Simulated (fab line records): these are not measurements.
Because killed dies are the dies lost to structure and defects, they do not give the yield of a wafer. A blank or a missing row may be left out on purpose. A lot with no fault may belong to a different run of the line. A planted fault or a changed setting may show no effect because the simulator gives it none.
A struck lot beside a sound one ; flow sky130 ; 15 out of 708 route steps
Sound: wafers L474.1, L474.3, L474.4. Wafers L475.1, L475.5, L475.6 were the ones struck. Last of all comes the cause.
Order at every step that has rows: each side's tool, ch and its chambers, its first start. Under that, the readings that differ: sound wafers ; struck wafers ; difference of the means ; sigmas: that difference in standard deviations of wafers without a fault.
alike: readings whose means differ by less than 2 such deviations, and words and numbers that are the same on both sides. not compared: withheld readings, readings that some wafer has no value for, bounds like >300 that may hide the same value, and numbers for which the record gives no deviation and whose values overlap.
Wherever a step has rows on one side only, a row that says differs or no value, or a row with sigmas, the two part there. Numbers that have no deviation but don't overlap get no sigmas and don't part them. A reading missing from all wafers of one side parts the sides only when that side holds two or more wafers.

first, 1 step without rows for these wafers: SKY_POLY_GATE_OXIDATION_20 (stabilise 600 s, purge 300 s, target thk 4 nm).
SKY_POLY_GATE_THK_MEAS_21:
  sound on film-metro-03, day 20 22:52; struck on film-metro-03, day 21 02:35
  alike: POLY_GATE_OXIDATION_THK
SKY_POLY_GATE_CD_MEAS_22:
  sound on cd-sem-01, day 20 22:55; struck on cd-sem-02, day 21 02:38
  alike: cd-nm
then, 7 steps without rows for these wafers: SKY_LDD_N_DEHYDRATE_00 (time 60 s); SKY_LDD_N_HMDS_01 (prime time 60 s); SKY_LDD_N_COAT_02 (resist thk 300 nm); SKY_LDD_N_SOFTBAKE_03 (time 60 s); SKY_LDD_N_EXPOSE_04 (exposes mask NTM, target cd 840 nm); SKY_LDD_N_PEB_05; SKY_LDD_N_DEVELOP_06 (develop time 60 s).
SKY_LDD_N_OVL_MEAS_07:
  sound on overlay-01, day 22 05:19; struck on overlay-02, day 22 09:02
  alike: LDD_N_OVL
then, 1 step without rows for these wafers: SKY_LDD_N_IMPLANT_08.
SKY_LDD_N_IMPLANT_09:
  sound on implanter-04 ch 0, day 22 05:30; struck on implanter-03 ch 0, day 22 09:13
reading;sound;struck;difference;sigmas
beam-energy-keV;19.997 20.003 19.988;17.898 17.895 17.897;-2.099;-99 or more
beam-on-s (s);10.29 9.98 9.80;11.24 11.07 11.27;+1.17;+5
faraday-current-uA;410 424 431;376 381 374;-45;-5
model.implant.rp-nm (nm);16.13 16.13 16.13;14.14 14.14 14.14;-1.99;
model.implant.drp-nm (nm);7.212 7.212 7.212;6.681 6.681 6.681;-0.531;
  alike: end-station-pressure-torr, rotation-deg
then, 1 step without rows for these wafers: SKY_LDD_N_IMPLANT_10.
-- the record jumps here: 26 days lie between the struck wafers' starts before and after (it left off in module LDD_N and takes up again in module PAD_OPEN, whose first step shown is number 708 of the route) --
SKY_PAD_OPEN_PROBE_99:
  sound on prober-02, day 48 17:59; struck on prober-01, day 48 19:21
reading;sound;struck;difference;sigmas
killed-at-front-end;14 11 8;19 25 15;+9;+2
model.etest.tip-n.rs-ohm-sq;437.5 435.8 433.4;452.2 447.2 450.6;+14.4;
  alike: killed_at_M0_to_M3, killed_at_M4_up, killed-at-contacts, killed-at-other, killed-dies, killed-open, killed-short

== WHERE THEY PART ==
First at SKY_LDD_N_IMPLANT_09; last, within this record, at SKY_PAD_OPEN_PROBE_99.

WHY: what had been put in by the simulator
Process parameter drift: implanter-03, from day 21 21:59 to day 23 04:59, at SKY_LDD_N_IMPLANT_09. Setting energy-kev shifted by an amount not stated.
